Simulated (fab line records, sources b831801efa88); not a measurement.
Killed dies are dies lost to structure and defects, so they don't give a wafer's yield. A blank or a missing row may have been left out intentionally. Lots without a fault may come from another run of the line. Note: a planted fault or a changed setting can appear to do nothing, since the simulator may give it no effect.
fab line records ; flow sky130
record: lots: 5; wafers: 15; lastDay: 48
route steps=708 shown CONTACT@418 METAL1@434 PAD_OPEN@708
lots that met no fault: from a run of the same line without faults
startH: hours from the record's first day to the start of the lot's first wafer shown ; waitH: hours elapsed since this lot's preceding step ; " the same as in the row above ; L1.1+2: a single row standing in for several wafers ; - either no value or no given start ; * or withheld: withheld ; < > ~ a bound
route shown NAME@n: a module of which the file shows steps, and the number in the route of the first ; usual: mean/standard deviation taken from wafers without a fault ; same: alike in all rows ; chamber/n: place in a boat ; sites: per-site readings ; _std_site: standard deviation of those values ; _edge_site: inner sites' mean taken away from outer sites' mean ; radiusMm: how far each site lies from the wafer's centre ; mask NAME#n: copy n ; behind: the most recent tool/chamber to have shaped the wafer ; hold: what put the lot on hold/how long, in hours/how the hold closed ; device: which transistor (n, p or np) failed to switch ; end of line: tests of these same wafers at the route's end ; a step without rows: its recipe alone ; killed: dies lost to structure and defects at the first sort, not the wafer's yield ; map: per-die view of a wafer (x killed, . not killed, _ where there is no die)
set.NAME: the setting as run; set.NAME@STEP: as run at that earlier step ; model.NAME: the simulator's own value behind a step, which no gauge read
certain route steps with their lots: each step a table, each wafer a row
services: when a tool's chamber went out of use (startH, in hours from the record's first day, below 0 if earlier), for how many hours, and the reason
== steps ==
step: SKY_CONTACT_PEB_12
recipe: pebTempC: withheld; pebTimeS: withheld; resist: KrF-thick
step: SKY_CONTACT_DEVELOP_13
recipe: developTimeS: 60; resist: KrF-thick; devTempC: 21
step: SKY_CONTACT_CD_MEAS_14
recipe: targetCdNm: 170
usual: cdNm: 170.0/1.8
lot.wafer;tool;chamber;startH;waitH;cdNm
L441.2;cdSem-02;-;744.43;-;173.1
L441.3;cdSem-02;-;744.43;-;172.7
L441.5;cdSem-02;-;744.43;-;172.8
L442.4;cdSem-01;-;745.52;-;168.5
L442.5;cdSem-01;-;745.52;-;169.5
L442.6;cdSem-01;-;745.52;-;168.8
L446.1;cdSem-01;-;790.98;-;171.9
L446.5;cdSem-01;-;790.98;-;172.7
L446.6;cdSem-01;-;790.98;-;171.3
L447.1;cdSem-01;-;792.23;-;173.2
L447.2;cdSem-01;-;792.23;-;173.1
L447.6;cdSem-01;-;792.23;-;173.0
L455.1;cdSem-01;-;853.40;-;166.9
L455.5;cdSem-01;-;853.40;-;168.7
L455.6;cdSem-01;-;853.40;-;167.4
step: SKY_CONTACT_OVL_MEAS_15
usual: CONTACT_OVL: -1/5.8
lot.wafer;tool;chamber;startH;waitH;CONTACT_OVL[nm]
L441.2;overlay-01;-;744.53;0.1;-4
L441.3;overlay-01;-;744.53;0.1;-9
L441.5;overlay-01;-;744.53;0.1;-2
L442.4;overlay-02;-;745.60;0.1;7
L442.5;overlay-02;-;745.60;0.1;13
L442.6;overlay-02;-;745.60;0.1;-1
L446.1;overlay-02;-;791.10;0.1;-6
L446.5;overlay-02;-;791.10;0.1;4
L446.6;overlay-02;-;791.10;0.1;-4
L447.1;overlay-02;-;792.35;0.1;-5
L447.2;overlay-02;-;792.35;0.1;-9
L447.6;overlay-02;-;792.35;0.1;-10
L455.1;overlay-02;-;853.52;0.1;8
L455.5;overlay-02;-;853.52;0.1;1
L455.6;overlay-02;-;853.52;0.1;-4
step: SKY_CONTACT_ETCH_16
recipe: chemistry: N2/H2; target: BARC; ionEnergyEv: 200; sourceW: 500; biasW: 100; pressureMtorr: 30; n2FlowSccm: 100; h2FlowSccm: 200; stopOn: SiO2; timeS: 45.9; targetDepthA: 600
step: SKY_CONTACT_ETCH_17
recipe: target: SiO2; chemistry: C4F8/O2/Ar; stopOn: Si3N4; maskMaterial: KrF-thick; sourceW: 1500; biasW: 1200; pressureMtorr: 40; c4f8FlowSccm: withheld; O2_flow_sccm: 6; Ar_flow_sccm: 300; timeS: withheld; targetDepthA: 3400
usual: oesProductAu: 0.891/0.0051; rfFwdPowerW: 1488/5.3
lot.wafer;tool;chamber;startH;waitH;oesProductAu;rfFwdPowerW
L441.2;rieDiel-04;2;744.61;0.0;0.886;1489
L441.3;rieDiel-04;1;744.61;0.0;0.892;1488
L441.5;rieDiel-04;3;744.61;0.0;0.897;1476
L442.4;rieDiel-03;3;745.66;0.0;0.893;1487
L442.5;rieDiel-03;2;745.66;0.0;0.887;1496
L442.6;rieDiel-03;1;745.66;0.0;0.892;1488
L446.1;rieDiel-01;1;791.18;0.0;0.889;1494
L446.5;rieDiel-01;2;791.18;0.0;0.893;1492
L446.6;rieDiel-01;3;791.18;0.0;0.891;1491
L447.1;rieDiel-03;1;792.43;0.0;0.881;1484
L447.2;rieDiel-03;2;792.43;0.0;0.893;1491
L447.6;rieDiel-03;0;792.43;0.0;0.891;1494
L455.1;rieDiel-04;1;853.59;0.0;0.884;1483
L455.5;rieDiel-04;2;853.59;0.0;0.889;1494
L455.6;rieDiel-04;3;853.59;0.0;0.887;1482
step: SKY_CONTACT_ETCH_18
recipe: target: Si3N4; chemistry: CHF3/O2; stopOn: TiN; sourceW: 600; biasW: 200; pressureMtorr: 40; chf3FlowSccm: 50; O2_flow_sccm: 5; timeS: 39; targetDepthA: 750
usual: chf3FlowSccm: 50.01/0.13; drypumpMotorCurrentA: 5.8/0.38; oesProductAu: 0.856/0.0075; rfFwdPowerW: 593.6/2.5; throttleValvePct: 8.795/0.011
lot.wafer;tool;chamber;startH;waitH;chf3FlowSccm;drypumpMotorCurrentA;oesProductAu;rfFwdPowerW;rfHoursCounterH;throttleValvePct
L441.2;rieDiel-04;2;-;-;49.85;5.4;0.854;596.2;9;8.798
L441.3;rieDiel-04;1;-;-;50.11;5.2;0.849;594.0;3;8.793
L441.5;rieDiel-04;3;-;-;50.06;6.0;0.865;594.2;-;8.793
L442.4;rieDiel-03;3;-;-;50.05;6.0;0.862;590.7;42;8.788
L442.5;rieDiel-03;2;-;-;50.10;5.8;0.871;596.0;-;8.802
L442.6;rieDiel-03;1;-;-;49.87;6.2;0.854;593.8;-;8.812
L446.1;rieDiel-01;1;-;-;50.09;6.0;0.851;599.6;12;8.791
L446.5;rieDiel-01;2;-;-;49.86;5.6;0.858;595.4;-;8.795
L446.6;rieDiel-01;3;-;-;50.02;6.4;0.852;593.0;-;8.783
L447.1;rieDiel-03;1;-;-;49.95;6.2;0.851;592.6;8;8.785
L447.2;rieDiel-03;2;-;-;49.71;5.8;0.844;596.3;18;8.812
L447.6;rieDiel-03;0;-;-;49.78;5.0;0.857;595.6;-;8.804
L455.1;rieDiel-04;1;-;-;49.91;5.2;0.846;595.9;7;8.814
L455.5;rieDiel-04;2;-;-;50.11;5.4;0.867;593.4;-;8.802
L455.6;rieDiel-04;3;-;-;50.21;6.0;0.853;589.8;-;8.801
step: SKY_CONTACT_STRIP_19
recipe: chemistry: O2/N2; powerW: 1400; pressureMtorr: 1500; platenTempC: withheld; o2FlowSccm: 3000; n2FlowSccm: 300; overashFraction: 0.5
usual: drypumpMotorCurrentA: 5.7/0.54; oesProductAu: 0.381/0.0048; stripTimeToEndpointS: 3.63/0.033
lot.wafer;tool;chamber;startH;waitH;drypumpMotorCurrentA;oesProductAu;rfHoursCounterH;stripTimeToEndpointS
L441.2;plasmaAsher-02;1;744.70;-;5.8;0.382;0;3.61
L441.3;plasmaAsher-02;1;744.70;-;5.8;0.384;-;3.63
L441.5;plasmaAsher-02;1;744.70;-;5.8;0.388;-;3.67
L442.4;plasmaAsher-02;0;745.78;-;6.0;0.385;-;3.59
L442.5;plasmaAsher-02;0;745.78;-;6.0;0.372;-;3.63
L442.6;plasmaAsher-02;1;745.78;-;5.8;0.382;-;3.63
L446.1;plasmaAsher-01;0;791.27;-;5.1;0.376;93;3.64
L446.5;plasmaAsher-01;0;791.27;-;5.1;0.376;-;3.67
L446.6;plasmaAsher-01;1;791.27;-;6.3;0.376;-;3.63
L447.1;plasmaAsher-02;1;792.52;-;5.8;0.384;5;3.65
L447.2;plasmaAsher-02;0;792.52;-;6.0;0.383;5;3.60
L447.6;plasmaAsher-02;0;792.52;-;6.0;0.377;-;3.60
L455.1;plasmaAsher-01;1;853.68;-;6.3;0.381;99;3.62
L455.5;plasmaAsher-01;1;853.68;-;6.3;0.381;-;3.68
L455.6;plasmaAsher-01;0;853.68;-;5.2;0.386;-;3.66
step: SKY_CONTACT_STRIP_20
recipe: chemistry: postEtchResidueRemover; timeS: 1200; tempC: 72.5
step: SKY_CONTACT_CLEAN_21
recipe: chemistry: IPA; timeS: 180; tempC: 25
step: SKY_CONTACT_CLEAN_22
recipe: chemistry: O3/DIW; dry: n2Spin
step: SKY_CONTACT_SPUTTER_23
recipe: material: TiN; targetThkNm: 20; chamberPressurePa: 5; powerW: 4000; timeS: 80
usual: throttleValvePct: 30.0/1
lot.wafer;tool;chamber;startH;waitH;throttleValvePct
L441.2;pvdSputter-01;-;745.30;0.0;30.5
L441.3;pvdSputter-01;-;745.30;0.0;30.6
L441.5;pvdSputter-01;-;745.30;0.0;30.4
L442.4;pvdSputter-03;-;746.38;0.0;30.6
L442.5;pvdSputter-03;-;746.38;0.0;28.6
L442.6;pvdSputter-03;-;746.38;0.0;31.5
L446.1;pvdSputter-02;-;792.22;0.0;30.0
L446.5;pvdSputter-02;-;792.22;0.0;31.0
L446.6;pvdSputter-02;-;792.22;0.0;28.6
L447.1;pvdSputter-02;-;793.47;0.0;31.1
L447.2;pvdSputter-02;-;793.47;0.0;30.6
L447.6;pvdSputter-02;-;793.47;0.0;30.7
L455.1;pvdSputter-02;-;854.31;0.0;30.8
L455.5;pvdSputter-02;-;854.31;0.0;30.1
L455.6;pvdSputter-02;-;854.31;0.0;28.7
step: SKY_CONTACT_CVD_24
recipe: material: W; targetThkNm: 340; timeS: 102.12; tempC: 400; pressureTorr: 40
usual: heaterPowerW: 813/54
lot.wafer;tool;chamber;startH;waitH;heaterPowerW;model.W_of_CONTACT_CVD_24.thkNm
L441.2;cvdW-02;0;745.36;0.0;905;344.6
L441.3;cvdW-02;0;745.36;0.0;913;347.8
L441.5;cvdW-02;0;745.36;0.0;889;348.2
L442.4;cvdW-02;0;746.48;0.1;903;341.4
L442.5;cvdW-02;0;746.48;0.1;905;342.8
L442.6;cvdW-02;1;746.48;0.1;797;338.5
L446.1;cvdW-02;1;792.28;0.0;793;337.2
L446.5;cvdW-02;0;792.28;0.0;910;340.8
L446.6;cvdW-02;1;792.28;0.0;800;331.8
L447.1;cvdW-01;0;793.53;0.0;758;345.3
L447.2;cvdW-01;1;793.53;0.0;768;351.2
L447.6;cvdW-01;1;793.53;0.0;784;353.7
L455.1;cvdW-01;1;854.37;0.0;770;633
L455.5;cvdW-01;1;854.37;0.0;773;350.8
L455.6;cvdW-01;0;854.37;0.0;766;346.8
step: SKY_CONTACT_RS_MEAS_25
recipe: thkMeasGauge: four-point-probe; reads: W_of_CONTACT_CVD_24+TiN_of_CONTACT_SPUTTER_23
usual: CONTACT_W_RS: 0.336/0.0062
lot.wafer;tool;chamber;startH;waitH;hold;CONTACT_W_RS[ohm/sq]
L441.2;filmMetro-04;-;745.49;0.1;-;0.333
L441.3;filmMetro-04;-;745.49;0.1;-;0.329
L441.5;filmMetro-04;-;745.49;0.1;-;0.330
L442.4;filmMetro-04;-;746.61;0.1;-;0.336
L442.5;filmMetro-04;-;746.61;0.1;-;0.334
L442.6;filmMetro-04;-;746.61;0.1;-;0.339
L446.1;filmMetro-03;-;792.39;0.1;-;0.341
L446.5;filmMetro-03;-;792.39;0.1;-;0.337
L446.6;filmMetro-03;-;792.39;0.1;-;0.346
L447.1;filmMetro-01;-;793.64;0.1;-;0.332
L447.2;filmMetro-01;-;793.64;0.1;-;0.327
L447.6;filmMetro-01;-;793.64;0.1;-;0.325
L455.1;filmMetro-04;-;854.48;0.1;awaitDispo/0.2h/release;0.181
L455.5;filmMetro-04;-;854.48;0.1;awaitDispo/0.2h/release;0.327
L455.6;filmMetro-04;-;854.48;0.1;awaitDispo/0.2h/release;0.331
L455.1;filmMetro-04;-;854.77;0.3;-;0.180
L455.5;filmMetro-04;-;854.77;0.3;-;0.327
L455.6;filmMetro-04;-;854.77;0.3;-;0.330
step: SKY_CONTACT_THK_MEAS_26
recipe: thkMeasGauge: xrf; reads: W_of_CONTACT_CVD_24
usual: CONTACT_W_THK: 344/7
lot.wafer;tool;chamber;startH;waitH;hold;CONTACT_W_THK[nm]
L441.2;filmMetro-04;-;745.60;0.1;-;346
L441.3;filmMetro-04;-;745.60;0.1;-;347
L441.5;filmMetro-04;-;745.60;0.1;-;348
L442.4;filmMetro-04;-;746.70;0.1;-;340
L442.5;filmMetro-04;-;746.70;0.1;-;343
L442.6;filmMetro-04;-;746.70;0.1;-;337
L446.1;filmMetro-03;-;792.51;0.1;-;342
L446.5;filmMetro-03;-;792.51;0.1;-;347
L446.6;filmMetro-03;-;792.51;0.1;-;336
L447.1;filmMetro-01;-;793.76;0.1;-;346
L447.2;filmMetro-01;-;793.76;0.1;-;354
L447.6;filmMetro-01;-;793.76;0.1;-;354
L455.1;filmMetro-04;-;858.26;3.5;awaitDispo/0.2h/release;-
L455.5;filmMetro-04;-;858.26;3.5;awaitDispo/0.2h/release;351
L455.6;filmMetro-04;-;858.26;3.5;awaitDispo/0.2h/release;348
L455.1;filmMetro-04;-;858.49;0.2;-;-
L455.5;filmMetro-04;-;858.49;0.2;-;350
L455.6;filmMetro-04;-;858.49;0.2;-;346
step: SKY_CONTACT_CMP_27
recipe: stopOn: SiO2; tOverpolishS: 15; downForcePsi: 3.5; platenRpm: 60; targetThkNm: 0; padVelocityMS: 0.94248
usual: motorCurrentA: 11.8/0.8; platenRpm: 60.01/0.042; timeToEndpointS: 81/4.4
lot.wafer;tool;chamber;startH;waitH;hold;motorCurrentA;platenRpm;timeToEndpointS
L441.3;cmp-01;1;745.75;0.1;-;12.2;59.98;88
L441.2;cmp-01;2;745.75;0.1;-;12.6;59.97;86
L441.5;cmp-01;3;745.75;0.1;-;12.6;59.98;93
L442.4;cmp-01;3;747.11;0.4;-;12.1;60.02;90
L442.6;cmp-01;1;747.11;0.4;-;11.4;59.98;86
L442.5;cmp-01;2;747.11;0.4;-;12.9;59.92;85
L446.1;cmp-01;2;792.62;0.1;-;12.8;59.96;82
L446.5;cmp-01;1;792.62;0.1;-;11.6;59.97;82
L446.6;cmp-01;2;792.62;0.1;-;12.0;60.02;78
L447.1;cmp-02;1;793.82;0.1;-;10.2;60.06;83
L447.2;cmp-02;3;793.82;0.1;-;12.0;60.04;85
L447.6;cmp-02;2;793.82;0.1;-;12.0;59.95;86
L455.1;cmp-01;0;863.73;5.2;awaitDispo/4.9h/release;12.1;59.98;142
L455.6;cmp-01;0;863.73;5.2;awaitDispo/4.9h/release;12.0;59.98;80
L455.5;cmp-01;1;863.73;5.2;awaitDispo/4.9h/release;11.0;59.98;83
step: SKY_METAL1_SPUTTER_00
recipe: material: Ti; targetThkNm: 15; powerW: 3000; timeS: 10; chamberPressurePa: 0.4
usual: throttleValvePct: 30.0/1.3
lot.wafer;tool;chamber;startH;waitH;throttleValvePct
L441.2;pvdSputter-04;-;745.95;0.1;31.1
L441.3;pvdSputter-04;-;745.95;0.1;28.2
L441.5;pvdSputter-04;-;745.95;0.1;28.9
L442.4;pvdSputter-04;-;747.31;0.1;31.2
L442.5;pvdSputter-04;-;747.31;0.1;31.3
L442.6;pvdSputter-04;-;747.31;0.1;28.6
L446.1;pvdSputter-03;-;792.87;0.2;30.8
L446.5;pvdSputter-03;-;792.87;0.2;29.8
L446.6;pvdSputter-03;-;792.87;0.2;31.6
L447.1;pvdSputter-04;-;794.12;0.2;31.2
L447.2;pvdSputter-04;-;794.12;0.2;31.5
L447.6;pvdSputter-04;-;794.12;0.2;28.4
L455.1;pvdSputter-04;-;864.03;0.2;31.5
L455.5;pvdSputter-04;-;864.03;0.2;31.4
L455.6;pvdSputter-04;-;864.03;0.2;28.5
step: SKY_PAD_OPEN_PROBE_99
usual: killed_at_M0_to_M3: 44/7.5; killed_at_M4_up: 2.9/1.8; killedAtContacts: 24/5.1; killedAtFrontEnd: 16/4.7; killedAtOther: 0.3/0.46; killedDies: 87/9.9; killedOpen: 47/8; killedShort: 39/6.3
same: grossDies: 492; killedAtBackSide: 0
lot.wafer;tool;chamber;startH;waitH;killed_at_M0_to_M3;killed_at_M4_up;killedAtContacts;killedAtFrontEnd;killedAtOther;killedDies;killedOpen;killedShort
L442.4;prober-01;-;1085.65;0.2;49;2;30;20;0;101;49;52
L442.5;prober-01;-;1085.70;0.2;41;5;29;16;0;91;49;42
L442.6;prober-01;-;1085.75;0.2;45;1;25;16;1;88;47;41
killed by level:class
L442.4 VIA1:geometricParticle:open=13 CONTACT:geometricParticle:open=10 METAL2:geometricParticle:short=8 LI_CONTACT:geometricParticle:open=7 CONTACT:geometricParticle:short=7 VIA2:geometricParticle:open=7 POLY_GATE:geometricParticle:short=5 FIELD_ISO:geometricParticle:short=5
L442.5 VIA1:geometricParticle:open=11 CONTACT:geometricParticle:open=9 CONTACT:geometricParticle:short=8 LI_CONTACT:geometricParticle:open=6 VIA2:geometricParticle:open=5 FIELD_ISO:geometricParticle:open=4 FIELD_ISO:geometricParticle:short=4 METAL4:geometricParticle:short=4
L442.6 LI_CONTACT:geometricParticle:open=10 CONTACT:geometricParticle:open=10 METAL1:geometricParticle:short=7 METAL3:geometricParticle:short=7 FIELD_ISO:geometricParticle:short=6 VIA1:geometricParticle:open=6 VIA2:geometricParticle:open=6 VIA3:geometricParticle:open=6
== services ==
tool;chamber;startH;hours;kind
cvdW-01;1;727.38;13.5;repair
pvdSputter-02;-;729.85;3.8;repair
plasmaAsher-02;-;733.75;9.0;pm
rieDiel-04;-;734.91;1.2;repair
cmp-02;-;744.19;4.0;pm
pvdSputter-04;1;755.00;-;consumableReplace:kit
pvdSputter-04;1;755.00;18.0;scheduledDown
pvdSputter-04;1;755.00;18.0;ventCycle
rieDiel-03;3;764.93;-;clean
plasmaAsher-01;-;768.38;1.8;repair
pvdSputter-01;-;789.80;9.3;repair
cvdW-02;1;801.05;2.5;repair
rieDiel-03;2;803.68;7.2;repair
rieDiel-04;0;815.97;15.1;repair
rieDiel-03;2;818.76;19.9;repair
rieDiel-04;-;822.53;2.8;repair
cmp-02;-;826.83;1.9;repair
pvdSputter-03;-;830.58;4.7;repair
plasmaAsher-01;-;833.81;2.8;pm
pvdSputter-01;-;836.60;7.2;repair
rieDiel-04;3;844.48;1.9;repair
cmp-02;-;856.16;11.8;repair
plasmaAsher-01;-;862.77;2.9;repair
rieDiel-03;0;863.22;7.2;repair
== key ==
firstSign: step: SKY_CONTACT_RS_MEAS_25; reading: visit; direction: added
effect: step: SKY_CONTACT_RS_MEAS_25; reading: CONTACT_W_RS; direction: down; sigmas: 25; usual: 0.336; struck: 0.181
effect: step: SKY_CONTACT_THK_MEAS_26; reading: visit; direction: added
effect: step: SKY_CONTACT_CMP_27; reading: timeToEndpointS; direction: up; sigmas: 14; usual: *; struck: *
modelEffect: step: SKY_CONTACT_CVD_24; value: W_of_CONTACT_CVD_24.thkNm; without: 349.2; struck: 633
metAt SKY_CONTACT_CVD_24
struckWafers L455.1
testerLeftOut L455
onsetBetween 793.53 854.37
fault: kind: processParameterDrift; tool: cvdW-01; chamber: -; onsetH: 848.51; steps: SKY_CONTACT_CVD_24; channel: targetThkNm; offset: 282; shape: step; endH: 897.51; scope: struckWafersOnly; actsIn: theseRecipesOnly; stated: 340
testerLeftOut: of these lots the tester's yield and bins aren't shown, on N5 and GAA mostly nor the transistor test; their killed dies are dies lost to structure and defects alone, not to doping, threshold or leakage, so they don't give the yield
